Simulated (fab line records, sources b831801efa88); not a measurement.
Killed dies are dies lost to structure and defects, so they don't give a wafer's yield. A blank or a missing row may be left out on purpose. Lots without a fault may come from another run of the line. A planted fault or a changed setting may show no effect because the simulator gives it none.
fab line records | flow sky130 | part 2 of 2: steps 25 to 34 of 34
record lots=5 wafers=15 last_day=50
route steps=708 shown METAL2@498 VIA2@507
lots that met no fault: from a run of the same line without faults
start_h: hours from the record's first day to the start of the lot's first wafer shown | wait_h: hours since the lot's step before | " the same as in the row above | L1.1+2: a row that stands for several wafers | - no value, or no start given | * or withheld: withheld | < > ~ a bound
route shown NAME@n: a module of which the file shows steps, and the number in the route of the first | usual: mean/standard deviation of fault-free wafers | same: alike in all rows | chamber/n: place in a boat | sites: the reading at each site | _std_site: their standard deviation | _edge_site: outer sites' mean less inner sites' | radius_mm: how far each site lies from the wafer's centre | mask NAME#n: copy n | behind: the tool/chamber that last shaped the wafer | hold: why the lot was held/for how many hours/how that ended | device: the transistor (n, p or np) that didn't switch | end of line: the same wafers' tests at the end of the route | a step without rows: its recipe alone | killed: dies lost to structure and defects at the first sort, not the wafer's yield | map: a wafer's dies, x killed, . not, _ none there
set.NAME: the setting as run; set.NAME@STEP: as run at that earlier step | model.NAME: the simulator's own value behind a step, which no gauge read
lots at some steps of the route; a table a step, a row a wafer
services: from which hour (start_h, from the record's first day; less than 0 if before it) a tool's chamber was out of use, for how many hours, and why
## steps
# step SKY_VIA2_ETCH_15
# recipe target=SiO2 chemistry=C4F8/O2/Ar target_depth_nm=546 stop_on=TiN mask_material=KrF-thick source_w=1500 bias_w=1200 pressure_mtorr=40 c4f8_flow_sccm=withheld O2_flow_sccm=6 Ar_flow_sccm=300 time_s=84
# usual oes_product_au=0.939/0.0046 rf_fwd_power_W=1489/4.7
# columns lot.wafer tool chamber start_h wait_h oes_product_au rf_fwd_power_W rf_hours_counter_h
L086.3 rie_diel-02 1 938.15 0.0 0.936 1482 2
L086.4 " 3 " " 0.946 1491 -
L086.5 " 2 " " 0.938 1494 -
L088.2 rie_diel-02 2 978.52 0.0 0.940 1491 12
L088.3 " 1 " " 0.945 1493 3
L088.4 " 3 " " 0.934 1487 11
L090.1 rie_diel-01 3 981.07 0.0 0.942 1477 16
L090.2 " 0 " " 0.939 1490 24
L090.3 " 2 " " 0.931 1488 14
L096.2 rie_diel-01 2 1020.63 0.0 0.934 1487 15
L096.3 " 3 " " 0.942 1481 17
L096.6 " 1 " " 0.936 1485 -
L095.2 rie_diel-04 0 1021.63 0.0 0.947 1484 10
L095.3 " 3 " " 0.946 1488 15
L095.4 " 2 " " 0.938 1479 15
# step SKY_VIA2_STRIP_16
# recipe chemistry=O2/N2 power_w=1400 pressure_mtorr=1500 platen_temp_c=withheld o2_flow_sccm=3000 n2_flow_sccm=300 overash_fraction=0.5
# usual drypump_motor_current_A=5.8/0.53 oes_product_au=0.399/0.0041 strip_time_to_endpoint_s=4.055/0.022
# columns lot.wafer tool chamber start_h wait_h drypump_motor_current_A oes_product_au rf_hours_counter_h strip_time_to_endpoint_s
L086.3 plasma_asher-01 1 938.25 0.1 5.9 0.400 - 4.083
L086.4 " 0 " " 5.4 0.397 - 4.063
L086.5 " 1 " " 5.9 0.398 - 4.073
L088.2 plasma_asher-01 1 978.59 0.0 5.9 0.402 22 4.045
L088.3 " 1 " " 5.9 0.405 - 4.091
L088.4 " 0 " " 5.4 0.406 - 4.056
L090.1 plasma_asher-02 1 981.14 0.0 6.2 0.400 82 4.055
L090.2 " 0 " " 5.0 0.399 82 4.056
L090.3 " 1 " " 6.2 0.399 - 4.067
L096.2 plasma_asher-02 1 1020.69 0.0 6.2 0.396 86 4.084
L096.3 " 0 " " 5.0 0.403 - 4.061
L096.6 " 0 " " 5.0 0.401 - 4.061
L095.2 plasma_asher-03 1 1021.69 0.0 5.9 0.399 122 4.093
L095.3 " 1 " " 5.9 0.395 - 4.038
L095.4 " 0 " " 6.5 0.397 - 4.022
# step SKY_VIA2_STRIP_17
# recipe chemistry=post_etch_residue_remover time_s=1200 temp_c=72.5
# columns lot.wafer tool chamber start_h wait_h
L086.3+4+5 wet_bench-02 3 938.31 0.0
L088.2+3+4 wet_bench-01 0 978.69 0.1
L090.1+2+3 wet_bench-01 2 981.24 0.1
L096.2+3+6 wet_bench-02 3 1020.79 0.1
L095.2+3+4 wet_bench-02 2 1021.79 0.1
# step SKY_VIA2_CLEAN_18
# recipe chemistry=IPA time_s=180 temp_c=25
# columns lot.wafer tool chamber start_h wait_h
L086.3+4+5 wet_bench-03 2 938.69 0.0
L088.2+3+4 wet_bench-01 1 979.03 0.0
L090.1+2+3 wet_bench-02 1 981.58 0.0
L096.2+3+6 wet_bench-03 2 1021.13 0.0
L095.2+3+4 wet_bench-03 2 1022.13 0.0
# step SKY_VIA2_CLEAN_19
# recipe chemistry=O3/DIW dry=n2_spin
# columns lot.wafer tool chamber start_h wait_h
L086.3+4+5 wet_bench-01 2 938.75 0.0
L088.2+3+4 wet_bench-02 2 979.09 0.0
L090.1+2+3 wet_bench-01 2 981.64 0.0
L096.2+3+6 wet_bench-02 2 1021.19 0.0
L095.2+3+4 wet_bench-01 2 1022.19 0.0
# step SKY_VIA2_SPUTTER_20
# recipe material=TiN target_thk_nm=20 chamber_pressure_pa=5 power_w=4000 time_s=80
# usual chamber_pressure_pa=4.999/0.0094 throttle_valve_pct=30.7/0.96
# columns lot.wafer tool chamber start_h wait_h chamber_pressure_pa throttle_valve_pct
L086.3 pvd_sputter-04 - 938.93 0.0 5.003 29.0
L086.4 " - " " 4.994 31.2
L086.5 " - " " 4.985 31.3
L088.2 pvd_sputter-02 - 979.19 0.0 5.002 31.8
L088.3 " - " " 4.986 29.7
L088.4 " - " " 5.001 30.3
L090.1 pvd_sputter-01 - 981.74 0.0 4.989 30.5
L090.2 " - " " 4.996 31.3
L090.3 " - " " 5.009 32.5
L096.2 pvd_sputter-04 - 1021.28 0.0 4.995 31.2
L096.3 " - " " 5.005 29.0
L096.6 " - " " 5.002 30.2
L095.2 pvd_sputter-04 - 1022.28 0.0 4.993 29.1
L095.3 " - " " 4.996 30.4
L095.4 " - " " 4.994 31.0
# step SKY_VIA2_CVD_21
# recipe material=W target_thk_nm=420 time_s=126.4 temp_c=400 pressure_torr=40
# usual heater_power_w=922/140
# columns lot.wafer tool chamber start_h wait_h heater_power_w since_wet_clean_h
L086.3 cvd_w-01 1 939.03 0.1 1157 -
L086.4 " 0 " " 845 -
L086.5 " 0 " " 846 -
L088.2 cvd_w-02 0 979.25 0.0 952 61
L088.3 " 1 " " 745 -
L088.4 " 0 " " 910 -
L090.1 cvd_w-02 1 981.80 0.0 761 64
L090.2 " 0 " " 919 64
L090.3 " 1 " " 768 -
L096.2 cvd_w-02 1 1021.34 0.0 743 103
L096.3 " 0 " " 909 -
L096.6 " 1 " " 753 -
L095.2 cvd_w-02 1 1022.34 0.0 762 104
L095.3 " 0 " " 908 -
L095.4 " 1 " " 759 -
# step SKY_VIA2_RS_MEAS_22
# recipe thk_meas_gauge=four-point-probe reads=W_of_VIA2_CVD_21+TiN_of_VIA2_SPUTTER_20
# usual VIA2_W_RS=0.274/0.005
# columns lot.wafer tool chamber start_h wait_h VIA2_W_RS[ohm/sq]
L086.3 film_metro-01 - 939.16 0.1 0.276
L086.4 " - " " 0.275
L086.5 " - " " 0.274
L088.2 film_metro-02 - 979.41 0.1 0.274
L088.3 " - " " 0.266
L088.4 " - " " 0.278
L090.1 film_metro-01 - 981.93 0.1 0.265
L090.2 " - " " 0.273
L090.3 " - " " 0.264
L096.2 film_metro-01 - 1021.49 0.1 0.269
L096.3 " - " " 0.278
L096.6 " - " " 0.268
L095.2 film_metro-02 - 1022.49 0.1 0.267
L095.3 " - " " 0.275
L095.4 " - " " 0.270
# step SKY_VIA2_THK_MEAS_23
# recipe thk_meas_gauge=xrf reads=W_of_VIA2_CVD_21
# usual VIA2_W_THK=421/11
# columns lot.wafer tool chamber start_h wait_h VIA2_W_THK[nm]
L086.3 film_metro-01 - 939.26 0.1 416
L086.4 " - " " 416
L086.5 " - " " 415
L088.2 film_metro-02 - 979.52 0.1 425
L088.3 " - " " 435
L088.4 " - " " 420
L090.1 film_metro-01 - 982.05 0.1 426
L090.2 " - " " 414
L090.3 " - " " 427
L096.2 film_metro-01 - 1021.60 0.1 424
L096.3 " - " " 411
L096.6 " - " " 423
L095.2 film_metro-02 - 1022.60 0.1 427
L095.3 " - " " 414
L095.4 " - " " 421
# step SKY_VIA2_CMP_24
# recipe stop_on=SiO2 t_overpolish_s=20 down_force_psi=3.5 platen_rpm=60 target_thk_nm=0 pad_velocity_m_s=0.94248
# usual motor_current_A=11.9/1.3 overpolish_run_s=20.000/0.0087 time_to_endpoint_s=101/3.5
# columns lot.wafer tool chamber start_h wait_h motor_current_A overpolish_run_s time_to_endpoint_s
L086.4 cmp-02 1 939.30 0.0 12.2 20.016 103
L086.3 " 3 " " 12.5 20.005 101
L086.5 " 1 " " 11.9 19.986 102
L088.2 cmp-02 1 979.62 0.1 12.0 20.005 101
L088.3 " 2 " " 13.8 20.006 105
L088.4 " 3 " " 12.2 20.010 100
L090.1 cmp-02 1 982.22 0.2 12.6 20.002 101
L090.3 " 3 " " 12.2 20.000 102
L090.2 " 0 " " 10.5 19.992 97
L096.3 cmp-01 2 1021.65 0.0 12.7 20.002 94
L096.2 " 1 " " 10.4 19.998 99
L096.6 " 2 " " 13.0 19.989 98
L095.2 cmp-02 3 1022.70 0.1 11.9 20.003 110
L095.4 " 0 " " 9.8 20.015 104
L095.3 " 1 " " 12.2 19.999 105
## services
# columns tool chamber start_h hours kind
cmp-01 - 903.06 1.9 repair
cvd_w-02 - 904.00 14.0 pm
krf_scanner-01 - 905.96 3.2 repair
rie_diel-04 0 906.36 2.4 repair
krf_scanner-01 - 909.20 0.8 pm
cmp-02 - 909.36 3.7 repair
wet_bench-02 - 912.24 3.4 repair
cmp-01 - 918.48 4.0 pm
rie_metal-01 - 921.33 2.8 pm
rie_diel-02 1 927.62 3.8 repair
rie_metal-01 0 934.17 15.7 repair
plasma_asher-01 - 938.58 1.5 repair
cmp-02 - 944.08 5.3 pm
cmp-01 - 951.34 1.1 repair
cmp-01 - 951.41 1.3 repair
rie_diel-01 0 953.63 3.6 repair
plasma_asher-03 - 962.74 0.6 repair
cvd_w-02 - 962.80 6.9 pm
rie_metal-04 0 978.23 7.5 repair
plasma_asher-01 - 981.27 4.0 pm
plasma_asher-03 - 986.19 2.8 pm
pvd_sputter-04 - 1003.23 9.5 repair
krf_scanner-01 - 1004.11 1.3 pm
cmp-02 - 1012.77 1.6 repair
